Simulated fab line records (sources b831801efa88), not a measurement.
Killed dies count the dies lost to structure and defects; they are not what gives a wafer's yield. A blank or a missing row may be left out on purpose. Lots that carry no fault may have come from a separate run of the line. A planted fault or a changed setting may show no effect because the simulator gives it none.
The tool behind it: which one? | flow gf180mcu | Sampling: 12 lots, 32 wafers, 5 of 602 route steps

## WHAT THE GAUGES READ, wafer by wafer
GF_CONTACT_OVL_MEAS_15. Usual: for CONTACT_OVL the level is 0 nm and the standard deviation is 4.8.
lot  | measured     | on         | CONTACT_OVL (nm) | flag
L939 | day 16 12:36 | overlay-01 | 5 5 0            | 
L940 | day 16 18:17 | overlay-01 | 6 1 2            | 
L941 | day 17 04:44 | overlay-02 | -3 -3 -6         | 
L945 | day 18 17:19 | overlay-02 | 3                | 
L946 | day 19 04:43 | overlay-02 | -4               | 
L947 | day 19 05:42 | overlay-01 | 1 3 5            | 
L955 | day 22 08:17 | overlay-01 | -3 -4 3          | 
L956 | day 22 16:27 | overlay-02 | 1 1 -1           | 
L957 | day 22 21:08 | overlay-02 | -2 -6 4          | 
L958 | day 23 05:32 | overlay-02 | 5 -3 -1          | 
L959 | day 23 11:47 | overlay-02 | -3 -1 -3         | 
L961 | day 24 09:49 | overlay-01 | -7 6 1           | 

GF_CONTACT_RS_MEAS_25: measurement is done with a four-point probe. Usual: for CONTACT_W_RS the level is 0.384 ohm/sq and the standard deviation is 0.0032.
lot  | measured     | on           | CONTACT_W_RS (ohm/sq) | flag
L939 | day 16 13:18 | filmMetro-02 | 0.386 0.390 0.388     | 
L940 | day 16 19:00 | filmMetro-02 | 0.374 0.384 0.378     | 
L941 | day 17 05:32 | filmMetro-04 | 0.386 0.381 0.383     | 
L945 | day 18 18:03 | filmMetro-01 | 0.255                 | OFF
L946 | day 19 05:26 | filmMetro-02 | 0.254                 | OFF
L947 | day 19 06:23 | filmMetro-01 | 0.388 0.384 0.378     | 
L955 | day 22 09:00 | filmMetro-04 | 0.385 0.381 0.384     | 
L956 | day 22 17:10 | filmMetro-02 | 0.382 0.382 0.384     | 
L957 | day 22 21:50 | filmMetro-02 | 0.382 0.385 0.379     | 
L958 | day 23 06:16 | filmMetro-02 | 0.385 0.381 0.380     | 
L959 | day 23 12:29 | filmMetro-04 | 0.386 0.382 0.382     | 
L961 | day 24 10:37 | filmMetro-04 | 0.386 0.383 0.385     | 

GF_CONTACT_THK_MEAS_26: measures by xrf. Usual: for CONTACT_W_THK the level is 300.8 nm and the standard deviation is 3.
lot  | measured     | on           | CONTACT_W_THK (nm) | flag
L939 | day 16 13:25 | filmMetro-02 | 299.0 295.4 297.3  | 
L940 | day 16 19:07 | filmMetro-02 | 308.4 301.5 307.3  | 
L941 | day 17 05:39 | filmMetro-04 | 299.1 302.9 301.5  | 
L945 | day 18 18:08 | filmMetro-01 | 457.9              | OFF
L946 | day 19 05:32 | filmMetro-02 | 451.7              | OFF
L947 | day 19 06:31 | filmMetro-01 | 298.9 304.2 308.1  | 
L955 | day 22 09:07 | filmMetro-04 | 296.4 300.3 297.0  | 
L956 | day 22 17:16 | filmMetro-02 | 299.5 300.8 296.8  | 
L957 | day 22 21:58 | filmMetro-02 | 299.4 298.9 301.9  | 
L958 | day 23 06:22 | filmMetro-02 | 299.0 300.8 302.4  | 
L959 | day 23 12:36 | filmMetro-04 | 300.8 302.3 305.3  | 
L961 | day 24 10:43 | filmMetro-04 | 299.1 300.4 300.4  | 

## WHICH TOOL RAN EACH LOT (tool, then ch and the chambers of the sampled wafers, then the start)
lot  | GF_CONTACT_SPUTTER_22       | GF_CONTACT_CVD_24
L939 | pvdSputter-04, day 16 13:06 | cvdW-02 ch 0,1, day 16 13:12
L940 | pvdSputter-03, day 16 18:47 | cvdW-01 ch 0,1, day 16 18:53
L941 | pvdSputter-03, day 17 05:14 | cvdW-02 ch 0, day 17 05:20
L945 | pvdSputter-03, day 18 17:47 | cvdW-02 ch 0, day 18 17:56
L946 | pvdSputter-04, day 19 05:11 | cvdW-02 ch 0, day 19 05:19
L947 | pvdSputter-03, day 19 06:11 | cvdW-01 ch 0,1, day 19 06:17
L955 | pvdSputter-04, day 22 08:48 | cvdW-01 ch 0,1, day 22 08:54
L956 | pvdSputter-03, day 22 16:56 | cvdW-01 ch 0,1, day 22 17:02
L957 | pvdSputter-01, day 22 21:38 | cvdW-02 ch 0,1, day 22 21:44
L958 | pvdSputter-01, day 23 06:02 | cvdW-01 ch 0,1, day 23 06:08
L959 | pvdSputter-03, day 23 12:17 | cvdW-02 ch 0, day 23 12:23
L961 | pvdSputter-01, day 24 10:23 | cvdW-02 ch 0,1, day 24 10:29
- GF_CONTACT_SPUTTER_22: material Ti, target thk 15 nm, time 80.02 s.
- GF_CONTACT_CVD_24: deposits W, target thk 300 nm, time 90.339 s.

## AS READ BY THE TOOLS THEMSELVES (means over the sampled wafers that have a number; for cases with no such wafer, the mark the record gives instead)
GF_CONTACT_SPUTTER_22. Usual: cathodeDcPowerW 2500.0 W, standard deviation 0.47; throttleValvePct 30.0 %, standard deviation 0.99.
lot  | tool          | cathodeDcPowerW (W) | throttleValvePct (%) | flag
L939 | pvdSputter-04 | 2499.8              | 31.6                 | 
L940 | pvdSputter-03 | 2499.9              | 30.4                 | 
L941 | pvdSputter-03 | 2499.9              | 30.2                 | 
L945 | pvdSputter-03 | 2500.2              | 29.4                 | 
L946 | pvdSputter-04 | 2500.8              | 31.8                 | 
L947 | pvdSputter-03 | 2500.4              | 30.5                 | 
L955 | pvdSputter-04 | 2500.1              | 30.4                 | 
L956 | pvdSputter-03 | 2500.2              | 30.3                 | 
L957 | pvdSputter-01 | 2500.2              | 29.4                 | 
L958 | pvdSputter-01 | 2499.7              | 29.1                 | 
L959 | pvdSputter-03 | 2500.3              | 30.0                 | 
L961 | pvdSputter-01 | 2499.9              | 28.7                 | 

GF_CONTACT_CVD_24. Usual: heaterPowerOuterW 551 W, standard deviation 35; heaterPowerW 881 W, standard deviation 56; susceptorTempC 400.02 C, standard deviation 0.24.
lot  | tool    | heaterPowerOuterW (W) | heaterPowerW (W) | susceptorTempC (C) | flag
L939 | cvdW-02 | 560                   | 883              | 399.99             | 
L940 | cvdW-01 | 569                   | 938              | 399.92             | 
L941 | cvdW-02 | 578                   | 878              | 399.89             | 
L945 | cvdW-02 | 687                   | 1036             | 424.18             | OFF
L946 | cvdW-02 | 684                   | 1013             | 424.00             | OFF
L947 | cvdW-01 | 554                   | 932              | 399.98             | 
L955 | cvdW-01 | 529                   | 873              | 400.21             | 
L956 | cvdW-01 | 561                   | 928              | 399.95             | 
L957 | cvdW-02 | 540                   | 866              | 400.04             | 
L958 | cvdW-01 | 530                   | 852              | 400.09             | 
L959 | cvdW-02 | 585                   | 890              | 400.12             | 
L961 | cvdW-02 | 536                   | 878              | 400.07             | 

## THE ANSWER, worked out from the rows above alone
Rule: a lot is off if the mean of its wafers that have a number lies more than 3 standard deviations from the usual mean. Also off: a lot with no number at a reading for which 4 or more lots have one. Any other lot the step has rows for is counted as sound. Order of review: gauges by route order, followed by the tools' own readings, for which a lot's mean as printed above is used. At the first step where some lot is off, the reading lying furthest off is the one used; lots without a number count as furthest.
Off: L945, L946, seen at GF_CONTACT_RS_MEAS_25 (CONTACT_W_RS).
A tool fits if, at a process step before that reading, it ran every lot that is off, and no sound lot after the first of them. Not tried: the gauges at GF_CONTACT_RS_MEAS_25; whatever is off there is also off at GF_CONTACT_CVD_24, on other tools, and gauge error can't account for it. No candidate that was tried fits.

## WHAT THE SIMULATOR HAD INSERTED
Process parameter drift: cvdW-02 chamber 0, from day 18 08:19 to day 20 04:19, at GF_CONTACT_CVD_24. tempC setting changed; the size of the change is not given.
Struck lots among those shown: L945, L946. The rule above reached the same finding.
